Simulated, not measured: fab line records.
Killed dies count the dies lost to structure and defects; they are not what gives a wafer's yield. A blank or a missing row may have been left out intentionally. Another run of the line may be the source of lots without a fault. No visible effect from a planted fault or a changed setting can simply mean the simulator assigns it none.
fab line records -- flow sky130
record lots=5, wafers=23
route steps=708 shown LDD_P@261 LDD_HVN@275 LDD_HVP@286 LDD_LDN@298 POLY_CUT@312 SD_P@326 SD_N@345 LI_CONTACT@368
start_h: start of the lot's first displayed wafer, in hours after the record's first day -- wait_h: hours elapsed since this lot's preceding step -- " as in the row above -- L1.1+2: several wafers, shown together as one row -- - no value, or no start given -- * or withheld: withheld -- < > ~ a bound
route shown NAME@n: names a module that has steps shown in the file, with the first one's number in the route -- usual: average and standard deviation across the fault-free wafers -- same: alike in all rows -- chamber/n: place in a boat -- sites: the reading at each site -- _std_site: standard deviation across them -- _edge_site: the outer-site mean with the inner-site mean subtracted -- radius_mm: how far each site lies from the wafer's centre -- mask NAME#n: copy n -- behind: the last tool/chamber to shape the wafer -- hold: why the lot went on hold/how many hours it stayed there/how the hold came to an end -- device: names the non-switching transistor (n, p or np) -- end of line: the same wafers' tests at the end of the route -- a step without rows: its recipe alone -- killed: not the wafer's yield, but the dies lost to structure and defects at the first sort -- map: a wafer's dies, marking killed ones x, the rest . and places with no die _
set.NAME: setting as actually run; set.NAME@STEP: the setting as run at that earlier step -- model.NAME: the simulator's own value behind a step, which no gauge read
lots with deliberately changed settings; one table per step, one row per wafer
## steps
# step SKY_LDD_P_DEVELOP_06
# recipe resist=NOVOLAK, developer=TMAH, develop_time_s=60, dev_temp_c=23
lot.wafer,tool,chamber,start_h,wait_h,set.develop_time_s
L074.1+6,litho_track-03,0,526.34,0.1,52.05
L074.2+3+5,litho_track-03,0,526.34,0.1,60
L079.2+4+5,litho_track-03,0,528.46,0.1,60
L082.1+2+4,litho_track-03,0,528.74,0.1,55.04
L082.3+6,litho_track-03,0,528.74,0.1,60
L081.1+3,litho_track-03,0,530.54,0.1,60
L081.2+4+6,litho_track-03,0,530.54,0.1,54.06
L084.1+2+6,litho_track-02,0,613.32,0.1,60
L084.3+4,litho_track-02,0,613.32,0.1,54.79
# step SKY_LDD_P_CD_MEAS_07
# recipe target_cd_nm=380
# usual cd_nm=380/3.3
lot.wafer,tool,chamber,start_h,wait_h,set.develop_time_s@LDD_P_DEVELOP_06,cd_nm
L074.1,cd_sem-02,-,526.49,0.1,52.05,366
L074.2,cd_sem-02,-,526.49,0.1,60,375
L074.3,cd_sem-02,-,526.49,0.1,60,377
L074.5,cd_sem-02,-,526.49,0.1,60,376
L074.6,cd_sem-02,-,526.49,0.1,52.05,363
L079.2,cd_sem-01,-,528.61,0.1,60,374
L079.4,cd_sem-01,-,528.61,0.1,60,373
L079.5,cd_sem-01,-,528.61,0.1,60,376
L082.1,cd_sem-01,-,528.89,0.1,55.04,379
L082.2,cd_sem-01,-,528.89,0.1,55.04,376
L082.3,cd_sem-01,-,528.89,0.1,60,383
L082.4,cd_sem-01,-,528.89,0.1,55.04,374
L082.6,cd_sem-01,-,528.89,0.1,60,383
L081.1,cd_sem-01,-,530.69,0.1,60,381
L081.2,cd_sem-01,-,530.69,0.1,54.06,368
L081.3,cd_sem-01,-,530.69,0.1,60,381
L081.4,cd_sem-01,-,530.69,0.1,54.06,368
L081.6,cd_sem-01,-,530.69,0.1,54.06,367
L084.1,cd_sem-01,-,613.47,0.1,60,375
L084.2,cd_sem-01,-,613.47,0.1,60,376
L084.3,cd_sem-01,-,613.47,0.1,54.79,366
L084.4,cd_sem-01,-,613.47,0.1,54.79,367
L084.6,cd_sem-01,-,613.47,0.1,60,377
# step SKY_LDD_HVN_IMPLANT_08
# recipe species=P, energy_kev=60, dose_cm2=3e+13, tilt_deg=40
lot.wafer,tool,chamber,start_h,wait_h,set.energy_kev,model.implant.rp_nm,model.implant.drp_nm
L074.1+2+5,implanter-01,0,555.86,0.0,61.7,58.22,28.84
L074.3+6,implanter-01,0,555.86,0.0,60,56.58,28.15
L079.2+4+5,implanter-04,0,558.13,0.0,60,56.82,28.15
L082.1+2,implanter-04,0,558.52,0.0,57.22,52.79,27.04
L082.3+4+6,implanter-04,0,558.52,0.0,60,55.4,28.15
L081.1+2+3+4+6,implanter-04,0,560.66,0.0,60,55.83,28.15
L084.1+3+6,implanter-03,0,642.31,0.0,60,57.34,28.15
L084.2+4,implanter-03,0,642.31,0.0,63.55,60.81,29.6
# step SKY_LDD_HVP_IMPLANT_08
# recipe species=B, energy_kev=20, dose_cm2=1.7e+13, tilt_deg=17.9
lot.wafer,tool,chamber,start_h,wait_h,set.energy_kev,model.implant.rp_nm,model.implant.drp_nm
L074.1+3+6,implanter-04,0,585.64,0.0,20,60.84,28.53
L074.2+5,implanter-04,0,585.64,0.0,19.59,59.61,28.12
L079.2+4+5,implanter-03,0,587.33,0.1,20,62.69,28.53
L082.1+4,implanter-04,0,587.92,0.0,20,64.61,28.53
L082.2+3+6,implanter-04,0,587.92,0.0,20.32,65.63,28.87
L081.1+2+3,implanter-03,0,589.36,0.0,21.15,67.43,29.87
L081.4+6,implanter-03,0,589.36,0.0,20,63.81,28.53
L084.1+2+3+4+6,implanter-04,0,670.26,0.0,20,64.49,28.53
# step SKY_LDD_LDN_IMPLANT_09
# recipe species=As, energy_kev=15, dose_cm2=1.25e+13, tilt_deg=withheld, rotation_deg=113
lot.wafer,tool,chamber,start_h,wait_h,set.energy_kev,model.implant.rp_nm,model.implant.drp_nm
L074.1+2+3,implanter-02,0,613.41,0.1,15,13.43,5.933
L074.5+6,implanter-02,0,613.41,0.1,14.38,13.35,5.763
L079.2+4+5,implanter-02,0,615.49,0.1,15,12.79,5.933
L082.1+3+6,implanter-01,0,616.55,0.1,14.12,12.49,5.69
L082.2+4,implanter-01,0,616.55,0.1,15,12.61,5.933
L081.1+3+4,implanter-04,0,617.49,0.1,15.6,13.09,6.091
L081.2+6,implanter-04,0,617.49,0.1,15,12.73,5.933
L084.1+4+6,implanter-01,0,698.31,0.1,15.55,13.1,6.078
L084.2+3,implanter-01,0,698.31,0.1,15,12.77,5.933
# step SKY_LDD_LDN_IMPLANT_10
# recipe species=As, energy_kev=15, dose_cm2=1.25e+13, tilt_deg=withheld, rotation_deg=203
lot.wafer,tool,chamber,start_h,wait_h,set.energy_kev,model.implant.drp_nm
L074.1+3+5,implanter-02,0,613.56,0.1,15,5.933
L074.2+6,implanter-02,0,613.56,0.1,15.52,6.07
L079.2+4+5,implanter-02,0,615.64,0.1,15,5.933
L082.1+2+6,implanter-01,0,616.70,0.1,14.74,5.862
L082.3+4,implanter-01,0,616.70,0.1,15,5.933
L081.1+3+6,implanter-04,0,617.64,0.1,15.68,6.112
L081.2+4,implanter-04,0,617.64,0.1,15,5.933
L084.1+2+3+4+6,implanter-01,0,698.46,0.1,15,5.933
# step SKY_POLY_CUT_EXPOSE_05
# recipe mask_id=NPCM, na=0.8, source_shape=annular, sigma_inner=0.55, sigma_outer=0.85, target_cd_nm=270, dose_mj=32
lot.wafer,tool,chamber,start_h,wait_h,mask,set.dose_mj
L074.1+5+6,krf_scanner-01,0,-,-,NPCM#0,32
L074.2+3,krf_scanner-01,0,-,-,NPCM#0,33.24
L079.2+4+5,krf_scanner-02,0,-,-,NPCM#0,32
L082.1+3+4,krf_scanner-02,0,-,-,NPCM#0,33.79
L082.2+6,krf_scanner-02,0,-,-,NPCM#0,32
L081.1+2+3+4+6,krf_scanner-02,0,-,-,NPCM#0,32
L084.1+2+3,krf_scanner-01,0,-,-,NPCM#0,32
L084.4+6,krf_scanner-01,0,-,-,NPCM#0,33.98
# step SKY_POLY_CUT_PEB_06
# recipe peb_temp_c=withheld, peb_time_s=withheld, resist=KrF-thick
# step SKY_POLY_CUT_DEVELOP_07
# recipe develop_time_s=58.81, resist=KrF-thick, dev_temp_c=21
lot.wafer,tool,chamber,start_h,wait_h,set.dose_mj@POLY_CUT_EXPOSE_05,model.POLY_CUT.cd_nm
L074.1,litho_track-03,0,-,-,32,269.9
L074.2,litho_track-03,0,-,-,33.24,278
L074.3,litho_track-03,0,-,-,33.24,275.3
L074.5,litho_track-03,0,-,-,32,269.2
L074.6,litho_track-03,0,-,-,32,268.6
L079.2,litho_track-03,0,-,-,32,269.9
L079.4,litho_track-03,0,-,-,32,268.3
L079.5,litho_track-03,0,-,-,32,269.8
L082.1,litho_track-03,0,-,-,33.79,279.3
L082.2,litho_track-03,0,-,-,32,269.1
L082.3,litho_track-03,0,-,-,33.79,280.7
L082.4,litho_track-03,0,-,-,33.79,279.4
L082.6,litho_track-03,0,-,-,32,268.9
L081.1,litho_track-03,0,-,-,32,271.3
L081.2,litho_track-03,0,-,-,32,270.5
L081.3,litho_track-03,0,-,-,32,271.2
L081.4,litho_track-03,0,-,-,32,271.4
L081.6,litho_track-03,0,-,-,32,270.1
L084.1,litho_track-03,0,-,-,32,268.6
L084.2,litho_track-03,0,-,-,32,270.4
L084.3,litho_track-03,0,-,-,32,270.5
L084.4,litho_track-03,0,-,-,33.98,279.1
L084.6,litho_track-03,0,-,-,33.98,280.6
# step SKY_POLY_CUT_CD_MEAS_08
# recipe target_cd_nm=270
# usual cd_nm=269.9/1.4
lot.wafer,tool,chamber,start_h,wait_h,set.dose_mj@POLY_CUT_EXPOSE_05,cd_nm
L074.1,cd_sem-02,-,643.74,-,32,269.9
L074.2,cd_sem-02,-,643.74,-,33.24,278.3
L074.3,cd_sem-02,-,643.74,-,33.24,275.0
L074.5,cd_sem-02,-,643.74,-,32,269.7
L074.6,cd_sem-02,-,643.74,-,32,268.6
L079.2,cd_sem-01,-,646.21,-,32,269.9
L079.4,cd_sem-01,-,646.21,-,32,268.5
L079.5,cd_sem-01,-,646.21,-,32,270.0
L082.1,cd_sem-01,-,647.14,-,33.79,279.2
L082.2,cd_sem-01,-,647.14,-,32,269.0
L082.3,cd_sem-01,-,647.14,-,33.79,280.5
L082.4,cd_sem-01,-,647.14,-,33.79,279.1
L082.6,cd_sem-01,-,647.14,-,32,268.8
L081.1,cd_sem-01,-,649.04,-,32,271.7
L081.2,cd_sem-01,-,649.04,-,32,270.5
L081.3,cd_sem-01,-,649.04,-,32,270.8
L081.4,cd_sem-01,-,649.04,-,32,271.4
L081.6,cd_sem-01,-,649.04,-,32,270.1
L084.1,cd_sem-01,-,727.45,-,32,268.8
L084.2,cd_sem-01,-,727.45,-,32,270.4
L084.3,cd_sem-01,-,727.45,-,32,270.3
L084.4,cd_sem-01,-,727.45,-,33.98,278.8
L084.6,cd_sem-01,-,727.45,-,33.98,280.6
# step SKY_POLY_CUT_ETCH_10
# recipe chemistry=N2/H2, target=BARC, ion_energy_ev=200, source_w=500, bias_w=100, pressure_mtorr=30, n2_flow_sccm=100, h2_flow_sccm=200, stop_on=SiO2, time_s=45.9, target_depth_a=600
lot.wafer,tool,chamber,start_h,wait_h,set.dose_mj@POLY_CUT_EXPOSE_05,model.POLY_CUT.cd_nm
L074.1,rie_diel-01,2,643.89,0.0,32,269.4
L074.2,rie_diel-01,3,643.89,0.0,33.24,277.5
L074.3,rie_diel-01,0,643.89,0.0,33.24,274.3
L074.5,rie_diel-01,3,643.89,0.0,32,268.6
L074.6,rie_diel-01,2,643.89,0.0,32,268.8
L079.2,rie_diel-02,3,646.34,0.0,32,270.2
L079.4,rie_diel-02,0,646.34,0.0,32,268.1
L079.5,rie_diel-02,1,646.34,0.0,32,269.4
L082.1,rie_diel-01,1,647.29,0.0,33.79,279.2
L082.2,rie_diel-01,2,647.29,0.0,32,268.4
L082.3,rie_diel-01,0,647.29,0.0,33.79,279.6
L082.4,rie_diel-01,3,647.29,0.0,33.79,278.9
L082.6,rie_diel-01,1,647.29,0.0,32,269.1
L081.1,rie_diel-01,3,649.19,0.0,32,271.1
L081.2+6,rie_diel-01,0,649.19,0.0,32,269.4
L081.3,rie_diel-01,2,649.19,0.0,32,271.4
L081.4,rie_diel-01,1,649.19,0.0,32,272
L084.1,rie_diel-01,1,727.60,0.0,32,269.9
L084.2,rie_diel-01,0,727.60,0.0,32,270.1
L084.3,rie_diel-01,3,727.60,0.0,32,271.5
L084.4,rie_diel-01,2,727.60,0.0,33.98,278.7
L084.6,rie_diel-01,1,727.60,0.0,33.98,281.7
# step SKY_SD_P_DEVELOP_06
# recipe resist=NOVOLAK, developer=TMAH, develop_time_s=60, dev_temp_c=23
lot.wafer,tool,chamber,start_h,wait_h,set.dev_temp_c
L074.1+5,litho_track-01,0,671.27,0.1,19.66
L074.2+3+6,litho_track-01,0,671.27,0.1,23
L079.2+4+5,litho_track-02,0,673.25,0.1,23
L082.1+4+6,litho_track-03,0,674.79,0.1,23
L082.2+3,litho_track-03,0,674.79,0.1,20.93
L081.1+4+6,litho_track-02,0,676.03,0.1,23
L081.2+3,litho_track-02,0,676.03,0.1,25.38
L084.1+2,litho_track-02,0,754.63,0.1,23
L084.3+4+6,litho_track-02,0,754.63,0.1,22.06
# step SKY_SD_P_CD_MEAS_07
# recipe target_cd_nm=380
# usual cd_nm=379.8/1.7
lot.wafer,tool,chamber,start_h,wait_h,set.dev_temp_c@SD_P_DEVELOP_06,cd_nm
L074.1,cd_sem-01,-,671.42,0.1,19.66,389.2
L074.2,cd_sem-01,-,671.42,0.1,23,380.2
L074.3,cd_sem-01,-,671.42,0.1,23,377.6
L074.5,cd_sem-01,-,671.42,0.1,19.66,389.2
L074.6,cd_sem-01,-,671.42,0.1,23,381.0
L079.2,cd_sem-01,-,673.40,0.1,23,377.5
L079.4,cd_sem-01,-,673.40,0.1,23,377.5
L079.5,cd_sem-01,-,673.40,0.1,23,380.0
L082.1,cd_sem-01,-,674.94,0.1,23,379.9
L082.2,cd_sem-01,-,674.94,0.1,20.93,387.3
L082.3,cd_sem-01,-,674.94,0.1,20.93,387.0
L082.4,cd_sem-01,-,674.94,0.1,23,377.6
L082.6,cd_sem-01,-,674.94,0.1,23,377.1
L081.1,cd_sem-02,-,676.18,0.1,23,382.7
L081.2,cd_sem-02,-,676.18,0.1,25.38,371.9
L081.3,cd_sem-02,-,676.18,0.1,25.38,372.0
L081.4,cd_sem-02,-,676.18,0.1,23,381.6
L081.6,cd_sem-02,-,676.18,0.1,23,380.1
L084.1,cd_sem-01,-,754.78,0.1,23,379.3
L084.2,cd_sem-01,-,754.78,0.1,23,378.5
L084.3,cd_sem-01,-,754.78,0.1,22.06,383.8
L084.4,cd_sem-01,-,754.78,0.1,22.06,381.8
L084.6,cd_sem-01,-,754.78,0.1,22.06,383.6
# step SKY_SD_N_SOFTBAKE_03
# recipe temp_c=90, time_s=60, resist=NOVOLAK
lot.wafer,tool,chamber,start_h,wait_h,set.temp_c
L074.1+6,litho_track-04,0,712.80,0.1,92.1
L074.2+3+5,litho_track-04,0,712.80,0.1,90
L079.2+4+5,litho_track-01,0,714.45,0.1,90
L082.1+2+3+4+6,litho_track-04,0,715.50,0.1,90
L081.1+2+3,litho_track-04,0,716.70,0.1,90
L081.4+6,litho_track-04,0,716.70,0.1,86.55
L084.1+3+6,litho_track-02,0,791.93,0.1,87.99
L084.2+4,litho_track-02,0,791.93,0.1,90
# step SKY_SD_N_EXPOSE_04
# recipe mask_id=NSDM, na=0.6, source_shape=conventional, sigma_outer=0.6, polarization=unpolarized, target_cd_nm=380, dose_mj=141
# step SKY_SD_N_PEB_05
# recipe temp_c=withheld, time_s=*, resist=NOVOLAK
# step SKY_SD_N_DEVELOP_06
# recipe resist=NOVOLAK, developer=TMAH, develop_time_s=60, dev_temp_c=23
lot.wafer,tool,chamber,start_h,wait_h,set.temp_c@SD_N_SOFTBAKE_03,model.NOVOLAK_of_SD_N_COAT_02.thk_nm
L074.1,litho_track-04,0,727.06,0.1,92.1,1136
L074.2,litho_track-04,0,727.06,0.1,90,1144
L074.3,litho_track-04,0,727.06,0.1,90,1145
L074.5,litho_track-04,0,727.06,0.1,90,1139
L074.6,litho_track-04,0,727.06,0.1,92.1,1134
L079.2,litho_track-02,0,728.00,0.1,90,1130
L079.4+5,litho_track-02,0,728.00,0.1,90,1133
L082.1+2,litho_track-01,0,729.22,0.1,90,1141
L082.3+6,litho_track-01,0,729.22,0.1,90,1143
L082.4,litho_track-01,0,729.22,0.1,90,1142
L081.1,litho_track-04,0,730.06,0.1,90,1139
L081.2+3,litho_track-04,0,730.06,0.1,90,1140
L081.4+6,litho_track-04,0,730.06,0.1,86.55,1151
L084.1,litho_track-02,0,806.28,0.1,87.99,1146
L084.2,litho_track-02,0,806.28,0.1,90,1138
L084.3,litho_track-02,0,806.28,0.1,87.99,1149
L084.4,litho_track-02,0,806.28,0.1,90,1141
L084.6,litho_track-02,0,806.28,0.1,87.99,1144
# step SKY_SD_N_IMPLANT_10
# recipe species=P, energy_kev=20, dose_cm2=1e+14, tilt_deg=0
lot.wafer,tool,chamber,start_h,wait_h,set.energy_kev,model.implant.drp_nm
L074.1+2+3,implanter-03,0,727.51,0.1,20,13
L074.5+6,implanter-03,0,727.51,0.1,19.38,12.75
L079.2+4+5,implanter-03,0,728.68,0.1,20,13
L082.1+2,implanter-02,0,729.68,0.1,20,13
L082.3+4+6,implanter-02,0,729.68,0.1,20.68,13.26
L081.1+2+3+4+6,implanter-02,0,730.51,0.1,20,13
L084.1+2+3+4+6,implanter-02,0,806.73,0.1,20,13
# step SKY_LI_CONTACT_COAT_06
# recipe resist=BARC, temp_c=withheld, time_s=withheld, spin_rpm=3000, resist_thk_nm=60
lot.wafer,tool,chamber,start_h,wait_h,set.resist_thk_nm
L074.1+2+3+5+6,litho_track-02,0,742.18,0.1,60
L079.2+4+5,litho_track-03,0,743.56,0.1,60
L082.1+2+3,litho_track-04,0,744.86,0.1,61.64
L082.4+6,litho_track-04,0,744.86,0.1,60
L081.1+2+4,litho_track-02,0,746.38,0.1,63.31
L081.3+6,litho_track-02,0,746.38,0.1,60
L084.1+3+4,litho_track-03,0,818.69,0.1,57.26
L084.2+6,litho_track-03,0,818.69,0.1,60
# step SKY_LI_CONTACT_DEVELOP_11
# recipe develop_time_s=60, resist=KrF-thick, dev_temp_c=21
lot.wafer,tool,chamber,start_h,wait_h,set.dev_temp_c
L074.1+2+3+5+6,litho_track-03,0,-,-,21
L079.2+4+5,litho_track-02,0,-,-,21
L082.1+2+3+4+6,litho_track-02,0,-,-,21
L081.1+4,litho_track-04,0,-,-,21
L081.2+3+6,litho_track-04,0,-,-,18
L084.1+2+6,litho_track-04,0,-,-,23.58
L084.3+4,litho_track-04,0,-,-,21
# step SKY_LI_CONTACT_ETCH_14
# recipe chemistry=N2/H2, target=BARC, ion_energy_ev=200, source_w=500, bias_w=100, pressure_mtorr=30, n2_flow_sccm=100, h2_flow_sccm=200, stop_on=SiO2, time_s=45.9, target_depth_a=600
# usual oes_product_au=0.856/0.0049
lot.wafer,tool,chamber,start_h,wait_h,set.resist_thk_nm@LI_CONTACT_COAT_06,oes_product_au
L074.1,rie_diel-03,3,756.74,0.0,60,0.870
L074.2,rie_diel-03,1,756.74,0.0,60,0.855
L074.3,rie_diel-03,2,756.74,0.0,60,0.851
L074.5,rie_diel-03,1,756.74,0.0,60,0.859
L074.6,rie_diel-03,2,756.74,0.0,60,0.862
L079.2,rie_diel-04,2,757.86,0.0,60,0.857
L079.4,rie_diel-04,1,757.86,0.0,60,0.855
L079.5,rie_diel-04,0,757.86,0.0,60,0.855
L082.1,rie_diel-03,2,758.83,0.0,61.64,0.873
L082.2,rie_diel-03,0,758.83,0.0,61.64,0.872
L082.3,rie_diel-03,1,758.83,0.0,61.64,0.865
L082.4,rie_diel-03,3,758.83,0.0,60,0.848
L082.6,rie_diel-03,0,758.83,0.0,60,0.862
L081.1,rie_diel-03,3,760.11,0.0,63.31,0.886
L081.2,rie_diel-03,0,760.11,0.0,63.31,0.878
L081.3,rie_diel-03,2,760.11,0.0,60,0.856
L081.4,rie_diel-03,1,760.11,0.0,63.31,0.888
L081.6,rie_diel-03,3,760.11,0.0,60,0.859
L084.1,rie_diel-01,2,834.31,0.0,57.26,0.833
L084.2,rie_diel-01,3,834.31,0.0,60,0.862
L084.3,rie_diel-01,1,834.31,0.0,57.26,0.839
L084.4,rie_diel-01,0,834.31,0.0,57.26,0.826
L084.6,rie_diel-01,0,834.31,0.0,60,0.853
# step SKY_LI_CONTACT_CVD_21
# recipe material=W, target_thk_nm=400, time_s=120.56, temp_c=400, pressure_torr=40
lot.wafer,tool,chamber,start_h,wait_h,set.temp_c,model.W_of_LI_CONTACT_CVD_21.thk_nm
L074.1,cvd_w-02,1,757.32,0.0,400,395.4
L074.2,cvd_w-02,0,757.32,0.0,392.3,341.9
L074.3,cvd_w-02,1,757.32,0.0,400,396.1
L074.5,cvd_w-02,1,757.32,0.0,400,395.5
L074.6,cvd_w-02,0,757.32,0.0,392.3,345.7
L079.2,cvd_w-01,0,758.44,0.0,400,397.4
L079.4,cvd_w-01,0,758.44,0.0,400,395
L079.5,cvd_w-01,0,758.44,0.0,400,395.8
L082.1,cvd_w-01,0,759.41,0.0,393,350
L082.2,cvd_w-01,1,759.41,0.0,400,397.8
L082.3,cvd_w-01,0,759.41,0.0,400,396.4
L082.4,cvd_w-01,1,759.41,0.0,393,351.1
L082.6,cvd_w-01,1,759.41,0.0,400,395.2
L081.1,cvd_w-02,1,760.69,0.0,400,396.7
L081.2,cvd_w-02,0,760.69,0.0,400,401.7
L081.3,cvd_w-02,0,760.69,0.0,400,394.6
L081.4,cvd_w-02,1,760.69,0.0,400,400.4
L081.6,cvd_w-02,1,760.69,0.0,400,396.9
L084.1,cvd_w-01,0,834.90,0.0,400,402.7
L084.2,cvd_w-01,0,834.90,0.0,400,398
L084.3,cvd_w-01,0,834.90,0.0,400,398.1
L084.4,cvd_w-01,0,834.90,0.0,405.5,440.8
L084.6,cvd_w-01,0,834.90,0.0,405.5,442.3
# step SKY_LI_CONTACT_RS_MEAS_22
# recipe thk_meas_gauge=four-point-probe, reads=W_of_LI_CONTACT_CVD_21+TiN_of_LI_CONTACT_SPUTTER_20+Ti_of_LI_CONTACT_SPUTTER_19
# usual LI_CONTACT_W_RS=0.2871/0.0023
lot.wafer,tool,chamber,start_h,wait_h,set.temp_c@LI_CONTACT_CVD_21,LI_CONTACT_W_RS[ohm/sq]
L074.1,film_metro-04,-,757.44,0.1,400,0.2879
L074.2,film_metro-04,-,757.44,0.1,392.3,0.3334
L074.3,film_metro-04,-,757.44,0.1,400,0.2872
L074.5,film_metro-04,-,757.44,0.1,400,0.2877
L074.6,film_metro-04,-,757.44,0.1,392.3,0.3291
L079.2,film_metro-01,-,758.58,0.1,400,0.2861
L079.4,film_metro-01,-,758.58,0.1,400,0.2879
L079.5,film_metro-01,-,758.58,0.1,400,0.2872
L082.1,film_metro-04,-,759.53,0.1,393,0.3249
L082.2,film_metro-04,-,759.53,0.1,400,0.2860
L082.3,film_metro-04,-,759.53,0.1,400,0.2870
L082.4,film_metro-04,-,759.53,0.1,393,0.3243
L082.6,film_metro-04,-,759.53,0.1,400,0.2879
L081.1,film_metro-01,-,760.81,0.1,400,0.2865
L081.2,film_metro-01,-,760.81,0.1,400,0.2832
L081.3,film_metro-01,-,760.81,0.1,400,0.2880
L081.4,film_metro-01,-,760.81,0.1,400,0.2840
L081.6,film_metro-01,-,760.81,0.1,400,0.2862
L084.1,film_metro-01,-,835.15,0.2,400,0.2827
L084.2,film_metro-01,-,835.15,0.2,400,0.2863
L084.3,film_metro-01,-,835.15,0.2,400,0.2858
L084.4,film_metro-01,-,835.15,0.2,405.5,0.2585
L084.6,film_metro-01,-,835.15,0.2,405.5,0.2572
# step SKY_LI_CONTACT_THK_MEAS_23
# recipe thk_meas_gauge=xrf, reads=W_of_LI_CONTACT_CVD_21
# usual LI_CONTACT_W_THK=382/4.8
lot.wafer,tool,chamber,start_h,wait_h,set.temp_c@LI_CONTACT_CVD_21,LI_CONTACT_W_THK[nm]
L074.1,film_metro-04,-,757.56,0.1,400,386
L074.2,film_metro-04,-,757.56,0.1,392.3,332
L074.3,film_metro-04,-,757.56,0.1,400,385
L074.5,film_metro-04,-,757.56,0.1,400,385
L074.6,film_metro-04,-,757.56,0.1,392.3,336
L079.2,film_metro-01,-,758.69,0.1,400,380
L079.4,film_metro-01,-,758.69,0.1,400,378
L079.5,film_metro-01,-,758.69,0.1,400,376
L082.1,film_metro-04,-,759.65,0.1,393,342
L082.2,film_metro-04,-,759.65,0.1,400,384
L082.3,film_metro-04,-,759.65,0.1,400,385
L082.4,film_metro-04,-,759.65,0.1,393,342
L082.6,film_metro-04,-,759.65,0.1,400,384
L081.1,film_metro-01,-,760.93,0.1,400,377
L081.2,film_metro-01,-,760.93,0.1,400,382
L081.3,film_metro-01,-,760.93,0.1,400,377
L081.4,film_metro-01,-,760.93,0.1,400,382
L081.6,film_metro-01,-,760.93,0.1,400,380
L084.1,film_metro-01,-,835.27,0.1,400,386
L084.2,film_metro-01,-,835.27,0.1,400,382
L084.3,film_metro-01,-,835.27,0.1,400,382
L084.4,film_metro-01,-,835.27,0.1,405.5,420
L084.6,film_metro-01,-,835.27,0.1,405.5,420
# step SKY_LI_CONTACT_CMP_24
# recipe stop_on=PSG, t_overpolish_s=20, down_force_psi=3.5, platen_rpm=60, target_thk_nm=0, pad_velocity_m_s=0.94248
# usual time_to_endpoint_s=95/3.1
lot.wafer,tool,chamber,start_h,wait_h,set.temp_c@LI_CONTACT_CVD_21,time_to_endpoint_s
L074.3,cmp-02,3,757.62,0.0,400,98
L074.1,cmp-02,1,757.62,0.0,400,90
L074.2,cmp-02,2,757.62,0.0,392.3,82
L074.6,cmp-02,3,757.62,0.0,392.3,83
L074.5,cmp-02,0,757.62,0.0,400,97
L079.2,cmp-01,2,758.79,0.1,400,92
L079.4,cmp-01,3,758.79,0.1,400,95
L079.5,cmp-01,2,758.79,0.1,400,92
L082.1,cmp-01,3,759.71,0.1,393,84
L082.3,cmp-01,0,759.71,0.1,400,90
L082.4,cmp-01,1,759.71,0.1,393,86
L082.2,cmp-01,2,759.71,0.1,400,99
L082.6,cmp-01,0,759.71,0.1,400,93
L081.4,cmp-02,1,760.99,0.0,400,96
L081.3,cmp-02,2,760.99,0.0,400,97
L081.1,cmp-02,3,760.99,0.0,400,101
L081.2,cmp-02,0,760.99,0.0,400,101
L081.6,cmp-02,1,760.99,0.0,400,94
L084.1,cmp-02,2,835.33,0.1,400,95
L084.3,cmp-02,3,835.33,0.1,400,95
L084.4,cmp-02,0,835.33,0.1,405.5,107
L084.2,cmp-02,1,835.33,0.1,400,92
L084.6,cmp-02,3,835.33,0.1,405.5,107
## key
split step=SKY_LDD_P_DEVELOP_06, setting=develop_time_s, stated=60, by=wafer
response step=SKY_LDD_P_CD_MEAS_07, reading=cd_nm, change=+1.03, per=1%, r=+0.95
split step=SKY_LDD_HVN_IMPLANT_08, setting=energy_kev, stated=60, by=wafer
response step=SKY_LDD_HVN_IMPLANT_08, reading=model.implant.rp_nm, change=+0.578, per=1%, r=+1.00
response step=SKY_LDD_HVN_IMPLANT_08, reading=model.implant.drp_nm, change=+0.244, per=1%, r=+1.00
split step=SKY_LDD_HVP_IMPLANT_08, setting=energy_kev, stated=20, by=wafer
response step=SKY_LDD_HVP_IMPLANT_08, reading=model.implant.rp_nm, change=+0.628, per=1%, r=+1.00
response step=SKY_LDD_HVP_IMPLANT_08, reading=model.implant.drp_nm, change=+0.227, per=1%, r=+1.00
split step=SKY_LDD_LDN_IMPLANT_09, setting=energy_kev, stated=15, by=wafer
response step=SKY_LDD_LDN_IMPLANT_09, reading=model.implant.rp_nm, shape=bent, at_lowest=12.49, at_stated=12.91, at_highest=13.09
response step=SKY_LDD_LDN_IMPLANT_09, reading=model.implant.drp_nm, change=+0.0407, per=1%, r=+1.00
split step=SKY_LDD_LDN_IMPLANT_10, setting=energy_kev, stated=15, by=wafer
response step=SKY_LDD_LDN_IMPLANT_10, reading=model.implant.drp_nm, change=+0.0396, per=1%, r=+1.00
split step=SKY_POLY_CUT_EXPOSE_05, setting=dose_mj, stated=32, by=wafer
response step=SKY_POLY_CUT_DEVELOP_07, reading=model.POLY_CUT.cd_nm, change=+1.79, per=1%, r=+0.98
response step=SKY_POLY_CUT_CD_MEAS_08, reading=cd_nm, change=+1.76, per=1%, r=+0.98
response step=SKY_POLY_CUT_ETCH_10, reading=model.POLY_CUT.cd_nm, change=+1.72, per=1%, r=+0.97
split step=SKY_SD_P_DEVELOP_06, setting=dev_temp_c, stated=23, by=wafer
response step=SKY_SD_P_CD_MEAS_07, reading=cd_nm, change=-0.808, per=1%, r=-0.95
split step=SKY_SD_N_SOFTBAKE_03, setting=temp_c, stated=90, by=wafer
response step=SKY_SD_N_DEVELOP_06, reading=model.NOVOLAK_of_SD_N_COAT_02.thk_nm, change=-3.07, per=1%, r=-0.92
split step=SKY_SD_N_IMPLANT_10, setting=energy_kev, stated=20, by=wafer
response step=SKY_SD_N_IMPLANT_10, reading=model.implant.drp_nm, change=+0.0783, per=1%, r=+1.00
split step=SKY_LI_CONTACT_COAT_06, setting=resist_thk_nm, stated=60, by=wafer
response step=SKY_LI_CONTACT_ETCH_14, reading=oes_product_au, change=+0.00518, per=1%, r=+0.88
split step=SKY_LI_CONTACT_DEVELOP_11, setting=dev_temp_c, stated=21, by=wafer
response none clear
split step=SKY_LI_CONTACT_CVD_21, setting=temp_c, stated=400, by=wafer
response step=SKY_LI_CONTACT_CVD_21, reading=model.W_of_LI_CONTACT_CVD_21.thk_nm, change=+27.5, per=1%, r=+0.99
response step=SKY_LI_CONTACT_RS_MEAS_22, reading=LI_CONTACT_W_RS, change=-0.0216, per=1%, r=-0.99
response step=SKY_LI_CONTACT_THK_MEAS_23, reading=LI_CONTACT_W_THK, change=+25.8, per=1%, r=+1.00
response step=SKY_LI_CONTACT_CMP_24, reading=time_to_endpoint_s, change=*, per=1%, r=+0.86
